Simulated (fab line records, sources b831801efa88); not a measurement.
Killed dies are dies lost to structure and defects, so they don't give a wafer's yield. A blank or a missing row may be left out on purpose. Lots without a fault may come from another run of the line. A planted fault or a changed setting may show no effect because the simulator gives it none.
A struck lot beside a sound one | flow gf180mcu | 23 steps out of a route of 602
Sound: wafers L436.1, L436.2, L436.4. Struck: wafers L440.2, L440.3, L440.6. The cause comes at the end.
At each step with rows: each side's tool, then ch and its chambers, then its first start. Under that, the readings that differ: sound wafers | struck wafers | difference of the means | sigmas: that difference in standard deviations of wafers without a fault.
alike: readings whose means differ by less than 2 such deviations, and words and numbers that are the same on both sides. not compared: withheld readings, readings that some wafer has no value for, bounds like >300 that may hide the same value, and numbers for which the record gives no deviation and whose values overlap.
The two part at a step that has a row with sigmas, a row that says differs or no value, or rows on one side only. Numbers that don't overlap but have no deviation are shown without sigmas and don't part them. A reading that every wafer of one side lacks parts them only if that side has two wafers or more.

GF_V4_RS_MEAS_24: measures by four-point-probe.
  sound on film_metro-01, day 28 03:16; struck on film_metro-04, day 29 05:23
  alike: V4_W_RS
GF_V4_THK_MEAS_25: measures by xrf.
  sound on film_metro-01, day 28 03:23; struck on film_metro-04, day 29 05:29
  alike: V4_W_THK
then, 1 step without rows for these wafers: GF_V4_CMP_26 (polishes, stops on SiO2, t overpolish 15 s, target thk 0 nm).
GF_MIM_SPUTTER_00: material Ti, target thk 37.5 nm, time 150 s.
  sound on pvd_sputter-02, day 28 03:44; struck on pvd_sputter-02, day 29 05:50
  alike: cathode_dc_power_W, chamber_pressure_pa, throttle_valve_pct
then, 4 steps without rows for these wafers: GF_MIM_SPUTTER_01 (material TiN, target thk 30 nm, time 25 s); GF_MIM_SPUTTER_02 (material AlCu, target thk 450 nm, time 23.9 s); GF_MIM_SPUTTER_03 (material Ti, target thk 10 nm, time 6.7 s); GF_MIM_SPUTTER_04 (material TiN, target thk 50 nm, time 41.7 s).
GF_MIM_CVD_05: deposits Si3N4, target thk 42 nm, time 29.086 s.
  sound on pecvd-04 ch 0,1,2, day 28 03:58; struck on pecvd-04 ch 0,2, day 29 06:04
  alike: heater_power_w
GF_MIM_THK_MEAS_06:
  sound on film_metro-03, day 28 04:00; struck on film_metro-04, day 29 06:06
  alike: MIM_CVD_05_THK
GF_MIM_SPUTTER_07: material TiN, target thk 60 nm, time 50 s.
  sound on pvd_sputter-04, day 28 04:04; struck on pvd_sputter-04, day 29 06:09
  alike: cathode_dc_power_W, chamber_pressure_pa, throttle_valve_pct
GF_MIM_SPUTTER_08: material AlCu, target thk 200 nm, time 10.6 s.
  sound on pvd_sputter-04, day 28 04:06; struck on pvd_sputter-04, day 29 06:12
  alike: cathode_dc_power_W, chamber_pressure_pa, throttle_valve_pct
GF_MIM_SPUTTER_09: material TiN, target thk 35 nm, time 29.2 s.
  sound on pvd_sputter-04, day 28 04:07; struck on pvd_sputter-04, day 29 06:13
  no value came back on the struck wafers for cathode_dc_power_W (W), chamber_pressure_pa (Pa), throttle_valve_pct (%); on the sound wafers cathode_dc_power_W (W) reads 6502.1 6499.4 6500.7
GF_MIM_THK_MEAS_11: measures by xrf.
  sound on film_metro-02, day 28 04:17; struck on film_metro-03, day 29 06:23
  reading           | sound             | struck            | difference | sigmas
  MIM_ALCU_THK (nm) | 200.2 199.6 199.1 | 211.7 212.8 213.8 | +13.1      | +7
then, 7 steps without rows for these wafers: GF_MIM_DEHYDRATE_12 (time 60 s); GF_MIM_HMDS_13 (prime time 60 s); GF_MIM_COAT_14 (resist thk 1000 nm); GF_MIM_SOFTBAKE_15 (time 60 s); GF_MIM_EXPOSE_16 (exposes mask FuseTop, target cd 2000 nm); GF_MIM_PEB_17; GF_MIM_DEVELOP_18 (develop time 60 s).
GF_MIM_METAL_ETCH_19: etches the open film in Cl2/BCl3, stops on Si3N4, target depth 324.5 nm, time 54.1 s.
  sound on rie_metal-02 ch 1, day 28 23:13; struck on rie_metal-04 ch 0,1, day 30 00:49
  reading                | sound                | struck               | difference | sigmas
  oes_product_au (a.u.)  | 0.943 0.956 0.949    | 0.986 0.987 0.995    | +0.040     | +7
  throttle_valve_pct (%) | 28.269 28.281 28.292 | 28.220 28.222 28.221 | -0.060     | -6
  alike: drypump_motor_current_A
  not compared: rf_hours_counter_h
GF_MIM_STRIP_20: strips in O2/N2.
  sound on plasma_asher-02 ch 0,1, day 28 23:21; struck on plasma_asher-02 ch 0,1, day 30 00:53
  alike: drypump_motor_current_A, heater_power_w, oes_product_au, platen_temp_c, strip_time_to_endpoint_s
  not compared: rf_hours_counter_h

WHERE THEY PART
First at GF_MIM_SPUTTER_09; last, within this record, at GF_MIM_METAL_ETCH_19. Later steps at which nothing parts them and some readings are alike: GF_MIM_STRIP_20.

WHY: what the simulator had put in
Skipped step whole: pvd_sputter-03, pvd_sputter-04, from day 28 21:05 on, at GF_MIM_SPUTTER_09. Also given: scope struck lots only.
